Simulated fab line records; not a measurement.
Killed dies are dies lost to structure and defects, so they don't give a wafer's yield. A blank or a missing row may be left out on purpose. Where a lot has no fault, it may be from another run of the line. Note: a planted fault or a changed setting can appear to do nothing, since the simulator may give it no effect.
fab line records -- flow sky130
record lots=7, wafers=21, lastDay=50
route steps=708 shown METAL2@485
lots untouched by any fault: they come from a run of this same line in which no faults occurred
startH: start of the lot's first displayed wafer, in hours after the record's first day -- waitH: hours elapsed since this lot's preceding step -- " same as the row above -- L1.1+2: several wafers, shown together as one row -- - either no value or no given start -- * or withheld: withheld -- < > ~ a bound
route shown NAME@n: NAME is a module with steps in the file, n the number in the route of the first one -- usual: the fault-free wafers' mean and standard deviation -- same: alike in all rows -- chamber/n: place in a boat -- sites: the reading at each site -- _std_site: standard deviation across them -- _edge_site: inner sites' mean taken away from outer sites' mean -- radiusMm: how far each site lies from the wafer's centre -- mask NAME#n: copy n -- behind: the most recent tool/chamber to have shaped the wafer -- hold: cause of the lot's hold/its duration in hours/its outcome -- device: names the non-switching transistor (n, p or np) -- end of line: the tests these same wafers got at the end of their route -- where a step has no rows: the recipe by itself -- killed: not the wafer's yield, but the dies lost to structure and defects at the first sort -- map: dies across one wafer; x = killed, . = not, _ = none there
set.NAME: the setting that was run; set.NAME@STEP: the one run at that earlier step -- model.NAME: the simulator's own value behind a step, which no gauge read
lots seen at some steps along the route; tables by step, rows by wafer
services: the hour from which a tool's chamber was out of use, counted from the record's first day as startH (under 0 if before that day), plus the number of hours and why
## steps
# step SKY_METAL2_SPUTTER_02
# recipe material=AlCu, targetThkNm=250, powerW=10600, timeS=13.3, chamberPressurePa=0.4
# usual throttleValvePct=29.5/1.2
lot.wafer,tool,chamber,startH,waitH,throttleValvePct
L696.2,pvdSputter-04,-,828.57,0.0,27.4
L696.4,pvdSputter-04,-,828.57,0.0,29.1
L696.5,pvdSputter-04,-,828.57,0.0,30.6
L703.1,pvdSputter-03,-,874.82,0.0,29.3
L703.2,pvdSputter-03,-,874.82,0.0,30.2
L703.6,pvdSputter-03,-,874.82,0.0,29.4
L706.2,pvdSputter-04,-,896.89,0.0,27.5
L706.3,pvdSputter-04,-,896.89,0.0,30.2
L706.4,pvdSputter-04,-,896.89,0.0,29.7
L707.1,pvdSputter-02,-,898.10,0.0,30.7
L707.3,pvdSputter-02,-,898.10,0.0,30.4
L707.6,pvdSputter-02,-,898.10,0.0,32.1
L708.3,pvdSputter-04,-,907.27,0.0,27.5
L708.4,pvdSputter-04,-,907.27,0.0,30.0
L708.5,pvdSputter-04,-,907.27,0.0,29.9
L712.2,pvdSputter-04,-,959.42,0.0,28.9
L712.3,pvdSputter-04,-,959.42,0.0,30.0
L712.6,pvdSputter-04,-,959.42,0.0,29.1
L715.1,pvdSputter-04,-,963.02,0.0,27.4
L715.4,pvdSputter-04,-,963.02,0.0,30.2
L715.6,pvdSputter-04,-,963.02,0.0,27.4
# step SKY_METAL2_SPUTTER_03
# recipe material=Ti, targetThkNm=5, powerW=3000, timeS=3.3, chamberPressurePa=0.4
# usual throttleValvePct=29.5/1.2
lot.wafer,tool,chamber,startH,waitH,throttleValvePct
L696.2,pvdSputter-04,-,828.59,0.0,27.3
L696.4,pvdSputter-04,-,828.59,0.0,29.2
L696.5,pvdSputter-04,-,828.59,0.0,30.5
L703.1,pvdSputter-03,-,874.84,0.0,29.4
L703.2,pvdSputter-03,-,874.84,0.0,30.0
L703.6,pvdSputter-03,-,874.84,0.0,29.3
L706.2,pvdSputter-04,-,896.91,0.0,27.8
L706.3,pvdSputter-04,-,896.91,0.0,30.4
L706.4,pvdSputter-04,-,896.91,0.0,30.2
L707.1,pvdSputter-02,-,898.12,0.0,30.8
L707.3,pvdSputter-02,-,898.12,0.0,30.8
L707.6,pvdSputter-02,-,898.12,0.0,32.4
L708.3,pvdSputter-04,-,907.29,0.0,27.4
L708.4,pvdSputter-04,-,907.29,0.0,29.8
L708.5,pvdSputter-04,-,907.29,0.0,29.7
L712.2,pvdSputter-04,-,959.44,0.0,29.0
L712.3,pvdSputter-04,-,959.44,0.0,30.0
L712.6,pvdSputter-04,-,959.44,0.0,29.3
L715.1,pvdSputter-04,-,963.04,0.0,27.5
L715.4,pvdSputter-04,-,963.04,0.0,30.2
L715.6,pvdSputter-04,-,963.04,0.0,27.3
# step SKY_METAL2_SPUTTER_04
# recipe material=TiN, targetThkNm=70, powerW=6500, timeS=58.3, chamberPressurePa=0.4
# usual throttleValvePct=29.5/1.2
lot.wafer,tool,chamber,startH,waitH,throttleValvePct
L696.2,pvdSputter-04,-,828.61,0.0,27.1
L696.4,pvdSputter-04,-,828.61,0.0,29.3
L696.5,pvdSputter-04,-,828.61,0.0,30.4
L703.1,pvdSputter-03,-,874.86,0.0,29.2
L703.2,pvdSputter-03,-,874.86,0.0,30.3
L703.6,pvdSputter-03,-,874.86,0.0,29.5
L706.2,pvdSputter-04,-,896.93,0.0,27.4
L706.3,pvdSputter-04,-,896.93,0.0,30.6
L706.4,pvdSputter-04,-,896.93,0.0,29.8
L707.1,pvdSputter-02,-,898.14,0.0,31.2
L707.3,pvdSputter-02,-,898.14,0.0,30.3
L707.6,pvdSputter-02,-,898.14,0.0,32.0
L708.3,pvdSputter-04,-,907.31,0.0,27.3
L708.4,pvdSputter-04,-,907.31,0.0,29.8
L708.5,pvdSputter-04,-,907.31,0.0,29.8
L712.2,pvdSputter-04,-,959.46,0.0,29.3
L712.3,pvdSputter-04,-,959.46,0.0,29.7
L712.6,pvdSputter-04,-,959.46,0.0,29.2
L715.1,pvdSputter-04,-,963.06,0.0,27.2
L715.4,pvdSputter-04,-,963.06,0.0,29.8
L715.6,pvdSputter-04,-,963.06,0.0,27.6
# step SKY_METAL2_RS_MEAS_05
# recipe thkMeasGauge=four-point-probe, reads=TiN_of_METAL2_SPUTTER_04+Ti_of_METAL2_SPUTTER_03+AlCu_of_METAL2_SPUTTER_02+TiN_of_METAL2_SPUTTER_01+Ti_of_METAL2_SPUTTER_00
# usual METAL2_ALCU_RS=0.1272/0.0015
lot.wafer,tool,chamber,startH,waitH,METAL2_ALCU_RS[ohm/sq]
L696.2,filmMetro-02,-,828.68,0.0,0.1271
L696.4,filmMetro-02,-,828.68,0.0,0.1270
L696.5,filmMetro-02,-,828.68,0.0,0.1268
L703.1,filmMetro-01,-,874.91,0.0,0.1274
L703.2,filmMetro-01,-,874.91,0.0,0.1270
L703.6,filmMetro-01,-,874.91,0.0,0.1280
L706.2,filmMetro-02,-,897.00,0.0,0.1277
L706.3,filmMetro-02,-,897.00,0.0,0.1254
L706.4,filmMetro-02,-,897.00,0.0,0.1293
L707.1,filmMetro-04,-,898.19,0.0,0.1244
L707.3,filmMetro-04,-,898.19,0.0,0.1246
L707.6,filmMetro-04,-,898.19,0.0,0.1266
L708.3,filmMetro-01,-,907.40,0.1,0.1266
L708.4,filmMetro-01,-,907.40,0.1,0.1288
L708.5,filmMetro-01,-,907.40,0.1,0.1277
L712.2,filmMetro-04,-,959.53,0.0,0.1295
L712.3,filmMetro-04,-,959.53,0.0,0.1296
L712.6,filmMetro-04,-,959.53,0.0,0.1301
L715.1,filmMetro-04,-,963.11,0.0,0.1265
L715.4,filmMetro-04,-,963.11,0.0,0.1285
L715.6,filmMetro-04,-,963.11,0.0,0.1272
# step SKY_METAL2_THK_MEAS_06
# recipe thkMeasGauge=xrf, reads=AlCu_of_METAL2_SPUTTER_02
# usual METAL2_ALCU_THK=251/3.1
lot.wafer,tool,chamber,startH,waitH,METAL2_ALCU_THK[nm]
L696.2,filmMetro-02,-,828.79,0.1,252
L696.4,filmMetro-02,-,828.79,0.1,254
L696.5,filmMetro-02,-,828.79,0.1,255
L703.1,filmMetro-01,-,875.03,0.1,248
L703.2,filmMetro-01,-,875.03,0.1,252
L703.6,filmMetro-01,-,875.03,0.1,247
L706.2,filmMetro-02,-,897.11,0.1,252
L706.3,filmMetro-02,-,897.11,0.1,257
L706.4,filmMetro-02,-,897.11,0.1,248
L707.1,filmMetro-04,-,898.31,0.1,254
L707.3,filmMetro-04,-,898.31,0.1,254
L707.6,filmMetro-04,-,898.31,0.1,248
L708.3,filmMetro-01,-,907.50,0.1,252
L708.4,filmMetro-01,-,907.50,0.1,247
L708.5,filmMetro-01,-,907.50,0.1,250
L712.2,filmMetro-04,-,959.64,0.1,247
L712.3,filmMetro-04,-,959.64,0.1,248
L712.6,filmMetro-04,-,959.64,0.1,248
L715.1,filmMetro-04,-,963.23,0.1,251
L715.4,filmMetro-04,-,963.23,0.1,247
L715.6,filmMetro-04,-,963.23,0.1,250
# step SKY_METAL2_DEHYDRATE_07
# recipe tempC=200, timeS=60
# step SKY_METAL2_HMDS_08
# recipe primeTimeS=60, primeTempC=120
# step SKY_METAL2_COAT_09
# recipe resist=BARC, tempC=withheld, timeS=withheld, spinRpm=3000, resistThkNm=60
# step SKY_METAL2_COAT_10
# recipe resist=KrF-thick, spinRpm=3000, resistThkNm=450
# step SKY_METAL2_SOFTBAKE_11
# recipe tempC=100, timeS=90, resist=KrF-thick
# step SKY_METAL2_EXPOSE_12
# recipe maskId=MM2, na=0.8, sourceShape=annular, sigmaInner=0.55, sigmaOuter=0.85, targetCdNm=140, doseMj=28
# step SKY_METAL2_PEB_13
# recipe pebTempC=withheld, pebTimeS=withheld, resist=KrF-thick
# step SKY_METAL2_DEVELOP_14
# recipe developTimeS=60, resist=KrF-thick, devTempC=21
# usual chillPlateTempC=23.03/0.11, developTimeS=60/0
lot.wafer,tool,chamber,startH,waitH,chillPlateTempC,developTimeS,model.KrF-thick_of_METAL2_COAT_10.thkNm
L696.2,lithoTrack-01,0,854,-,22.95,60,437.7
L696.4,lithoTrack-01,0,854,-,23.15,60,435.9
L696.5,lithoTrack-01,0,854,-,22.98,60,439.1
L703.1,lithoTrack-01,0,900,-,23.12,60,437
L703.2,lithoTrack-01,0,900,-,23.06,60,437.7
L703.6,lithoTrack-01,0,900,-,23.20,60,437.3
L706.2,lithoTrack-03,-,921,-,-,-,450.3
L706.3,lithoTrack-03,-,921,-,-,-,449.3
L706.4,lithoTrack-03,-,921,-,-,-,450.8
L707.1,lithoTrack-01,-,922,-,-,-,451
L707.3,lithoTrack-01,-,922,-,-,-,449.6
L707.6,lithoTrack-01,-,922,-,-,-,450.7
L708.3,lithoTrack-01,-,932,-,-,-,451
L708.4,lithoTrack-01,-,932,-,-,-,450.1
L708.5,lithoTrack-01,-,932,-,-,-,451.3
L712.2,lithoTrack-04,0,982,-,23.26,60,435.9
L712.3,lithoTrack-04,0,982,-,23.05,60,435.7
L712.6,lithoTrack-04,0,982,-,23.10,60,435.3
L715.1,lithoTrack-04,0,987,-,23.04,60,435.6
L715.4,lithoTrack-04,0,987,-,23.17,60,434.8
L715.6,lithoTrack-04,0,987,-,23.18,60,436.2
# step SKY_METAL2_CD_MEAS_15
# recipe targetCdNm=140
# usual cdNm=139.8/1.8
lot.wafer,tool,chamber,startH,waitH,cdNm
L696.2,cdSem-02,-,854.99,-,138.3
L696.4,cdSem-02,-,854.99,-,137.5
L696.5,cdSem-02,-,854.99,-,139.3
L703.1,cdSem-02,-,900.22,-,139.8
L703.2,cdSem-02,-,900.22,-,140.2
L703.6,cdSem-02,-,900.22,-,139.5
L706.2,cdSem-02,-,922.02,-,-
L706.3,cdSem-02,-,922.02,-,-
L706.4,cdSem-02,-,922.02,-,-
L707.1,cdSem-01,-,922.92,-,-
L707.3,cdSem-01,-,922.92,-,-
L707.6,cdSem-01,-,922.92,-,-
L708.3,cdSem-01,-,932.21,-,-
L708.4,cdSem-01,-,932.21,-,-
L708.5,cdSem-01,-,932.21,-,-
L712.2,cdSem-02,-,982.98,-,136.3
L712.3,cdSem-02,-,982.98,-,138.7
L712.6,cdSem-02,-,982.98,-,138.4
L715.1,cdSem-02,-,987.16,-,137.6
L715.4,cdSem-02,-,987.16,-,138.3
L715.6,cdSem-02,-,987.16,-,137.3
## services
tool,chamber,startH,hours,kind
pvdSputter-03,2,819.86,-,consumableReplace:kit
pvdSputter-03,2,819.86,18.0,scheduledDown
pvdSputter-03,2,819.86,18.0,ventCycle
pvdSputter-03,-,821.30,1.0,repair
pvdSputter-03,-,844.45,10.9,repair
pvdSputter-04,-,848.05,0.5,repair
pvdSputter-04,-,885.90,6.6,repair
pvdSputter-02,-,897.00,0.5,repair
pvdSputter-02,3,915.11,-,consumableReplace:kit
pvdSputter-02,3,915.11,18.0,scheduledDown
pvdSputter-02,3,915.11,18.0,ventCycle
pvdSputter-02,-,935.76,6.9,repair
pvdSputter-02,-,952.41,2.5,repair
pvdSputter-04,0,958.13,-,consumableReplace:kit
pvdSputter-04,0,958.13,18.0,scheduledDown
pvdSputter-04,0,958.13,18.0,ventCycle
pvdSputter-04,-,964.62,3.7,repair
## key
firstSign step=SKY_METAL2_DEVELOP_14, reading=toolRecord, direction=missing
effect none on later readings
modelEffect step=SKY_METAL2_DEVELOP_14, value=KrF-thick_of_METAL2_COAT_10.thkNm, without=436.4, struck=450.5
metAt SKY_METAL2_DEVELOP_14
struckWafers L706.2,L706.3,L706.4,L707.1,L707.3,L707.6,L708.3,L708.4,L708.5
laterRowsLeftOut L706.2,L706.3,L706.4,L707.1,L707.3,L707.6,L708.3,L708.4,L708.5
sortLeftOut L706.2,L706.3,L706.4,L707.1,L707.3,L707.6,L708.3,L708.4,L708.5
onsetBetween 900 921
fault kind=skippedStepWhole, tool=lithoTrack-01,lithoTrack-03, chamber=-, onsetH=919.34, steps=SKY_METAL2_DEVELOP_14, scope=struckLotsOnly
# sortLeftOut: the simulated sort isn't trusted on such a fault, so these wafers' sort isn't shown, and their yield isn't known
# laterRowsLeftOut: the simulator's readings of these wafers behind a module that went badly wrong aren't trusted and aren't shown, but for the sort
